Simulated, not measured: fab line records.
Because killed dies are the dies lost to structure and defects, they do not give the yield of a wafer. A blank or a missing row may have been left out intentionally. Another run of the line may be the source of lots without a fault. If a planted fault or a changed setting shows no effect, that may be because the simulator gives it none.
Chamber matching + flow gf180mcu + 4 sister chambers for GF_V5_CMP_26 on cmp-02
The step polishes, stops on SiO2, t overpolish 15 s, target thk 0 nm. 14 wafers are shown with their chamber, then 7 later ones without.

WAFERS WITH THEIR CHAMBER
| wafer  | chamber | motorCurrentA (A) | timeToEndpointS (s) | slurryFilterDpKPa (kPa) |
|--------|---------|-------------------|---------------------|-------------------------|
| L521.2 | 0       | 13.0              | 84                  | 13.86                   |
| L521.4 | 2       | 9.1               | 82                  | 13.44                   |
| L521.6 | 1       | 10.1              | 83                  | 13.57                   |
| L523.3 | 1       | 9.7               | 82                  | 13.52                   |
| L523.4 | 3       | 9.5               | 86                  | 13.37                   |
| L523.6 | 3       | 9.1               | 85                  | 13.69                   |
| L525.3 | 3       | 9.3               | 83                  | 13.68                   |
| L525.4 | 0       | 13.6              | 81                  | 13.52                   |
| L525.6 | 1       | 10.0              | 81                  | 13.48                   |
| L536.1 | 1       | 9.9               | 77                  | 13.68                   |
| L536.4 | 0       | 13.1              | 85                  | 13.47                   |
| L536.6 | 1       | 10.5              | 80                  | 13.60                   |
| L539.3 | 1       | 10.5              | 77                  | 13.54                   |
| L539.4 | 0       | 13.8              | 84                  | 13.41                   |

SIGNATURES, as means of the wafers listed above
| reading           | chamber 0 | chamber 1 | chamber 2 | chamber 3 | scatter within a chamber |
|-------------------|-----------|-----------|-----------|-----------|--------------------------|
| motorCurrentA     | 13.375    | 10.117    | 9.100     | 9.300     | 0.325                    |
| timeToEndpointS   | 83.50     | 80.00     | 82.00     | 84.67     | 2.14                     |
| slurryFilterDpKPa | 13.5650   | 13.5650   | 13.4400   | 13.5800   | 0.146                    |
Rule: a wafer's distance from a chamber is the root of the sum, over the readings, of the square of ((its reading less the chamber's mean) divided by the reading's scatter). If the next closest chamber is less than 2 further off than the closest, the wafer can't be placed; otherwise it belongs to the closest. How the scatter is found: for the shown wafers, subtract from each reading the mean of its chamber, square and add these, divide the total by (wafers less chambers), then take the root.

WAFERS WITHOUT THEIR CHAMBER
| wafer  | motorCurrentA (A) | timeToEndpointS (s) | slurryFilterDpKPa (kPa) |
|--------|-------------------|---------------------|-------------------------|
| L539.6 | 9.8               | 79                  | 13.24                   |
| L540.1 | 8.9               | 82                  | 13.67                   |
| L540.2 | 10.7              | 81                  | 13.48                   |
| L540.4 | 10.2              | 82                  | 13.34                   |
| L541.2 | 9.7               | 85                  | 13.37                   |
| L541.5 | 10.0              | 83                  | 13.45                   |
| L541.6 | 9.2               | 85                  | 13.60                   |

WHICH CHAMBER EACH ONE RAN IN
| wafer  | from the rows above          | in truth |
|--------|------------------------------|----------|
| L539.6 | can't be placed: 1 or 2 or 3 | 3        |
| L540.1 | can't be placed: 2 or 3      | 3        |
| L540.2 | 1                            | 1        |
| L540.4 | can't be placed: 1 or 2 or 3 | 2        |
| L541.2 | can't be placed: 3 or 2 or 1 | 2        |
| L541.5 | can't be placed: 1 or 3 or 2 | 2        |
| L541.6 | can't be placed: 3 or 2      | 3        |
1 of 7 placed correctly. Cannot be placed on the basis of these rows: 6; the candidates contain the true chamber in 6. 0 placed wrongly.
